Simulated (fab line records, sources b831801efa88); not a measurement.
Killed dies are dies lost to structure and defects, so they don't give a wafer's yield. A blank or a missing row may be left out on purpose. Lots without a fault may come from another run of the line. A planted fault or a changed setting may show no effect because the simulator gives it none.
One fault seen from 2 desks | flow sky130 | each desk has only its own numbers; what lay behind them comes last

THE TOOL OWNER'S DESK: pvd_sputter-01
The tool's own readings at SKY_CAPM_SPUTTER_02 (material TiN, target thk 200 nm, time 166.7 s): means of the sampled wafers that have a number, for each lot that ran on this tool. A lot is out of limits, marked OUT, if its mean lies more than 4 standard deviations from the usual mean; the brackets give that distance.
Columns: A = throttle_valve_pct at SKY_CAPM_SPUTTER_02, usual 29.8 %
lot  | first seen here | A
L349 | day 36 20:11    | 28.7
L350 | day 37 08:54    | 29.1
L351 | day 37 20:47    | 29.2
L361 | day 40 23:08    | 29.3
This desk's finding: nothing out of limits on any of the 4 lots.

THE METROLOGY DESK
What the gauges read, lot by lot, whatever tool the lot ran on: means of the sampled wafers that have a number. A lot is out of limits, marked OUT, if its mean lies more than 4 standard deviations from the usual mean; the brackets give that distance.
Columns: A = LOCAL_INTERCONNECT_TIN_RS at SKY_LOCAL_INTERCONNECT_RS_MEAS_01, usual 14.22 ohm/sq; B = VIA2_W_THK at SKY_VIA2_THK_MEAS_23, usual 409 nm; C = CAPM_TIN_RS at SKY_CAPM_RS_MEAS_03, usual 6.91 ohm/sq; D = CAPM_TIN_THK at SKY_CAPM_THK_MEAS_04, usual 201.1 nm
lot  | first seen here | A     | B   | C               | D
L347 | day 29 05:26    | 14.28 | 408 | 6.80            | 203.5
L348 | day 29 13:53    | 14.35 | 414 | 6.89            | 200.7
L349 | day 29 16:59    | 13.93 | 407 | 6.91            | 202.3
L350 | day 30 08:05    | 14.30 | 406 | 6.85            | 203.6
L351 | day 30 20:32    | 14.34 | 421 | 6.72            | 206.5
L352 | day 30 21:55    | 14.10 | 398 | 6.93            | 200.1
L353 | day 31 04:16    | 14.38 | 407 | 6.87            | 202.5
L359 | day 33 11:04    | 14.16 | 405 | 7.05            | 196.6
L361 | day 34 01:26    | 14.23 | 407 | 7.44 (+5.6) OUT | 188.2 (-4.4) OUT
L368 | day 36 20:18    | 14.27 | 403 | 6.75            | 206.4
This desk's finding: out of limits on L361; first on L361, day 40 23:16 (CAPM_TIN_RS at SKY_CAPM_RS_MEAS_03). In limits: L347, L348, L349, L350, L351, L352, L353, L359, L368.

PUT TOGETHER
The metrology desk could have raised an alarm at day 40 23:16, on L361.
The tool owner's desk saw nothing out of limits.
The tool owner's desk has L361 on record, within its limits.
Of the lots named, all ran SKY_CAPM_SPUTTER_02 on pvd_sputter-01.

WHAT THE SIMULATOR HAD PUT IN
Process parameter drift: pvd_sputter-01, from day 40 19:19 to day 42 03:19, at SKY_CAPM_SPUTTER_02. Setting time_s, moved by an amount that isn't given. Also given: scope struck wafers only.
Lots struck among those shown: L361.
Hours from the fault's start to each desk's first reading out of limits: the metrology desk, 4.
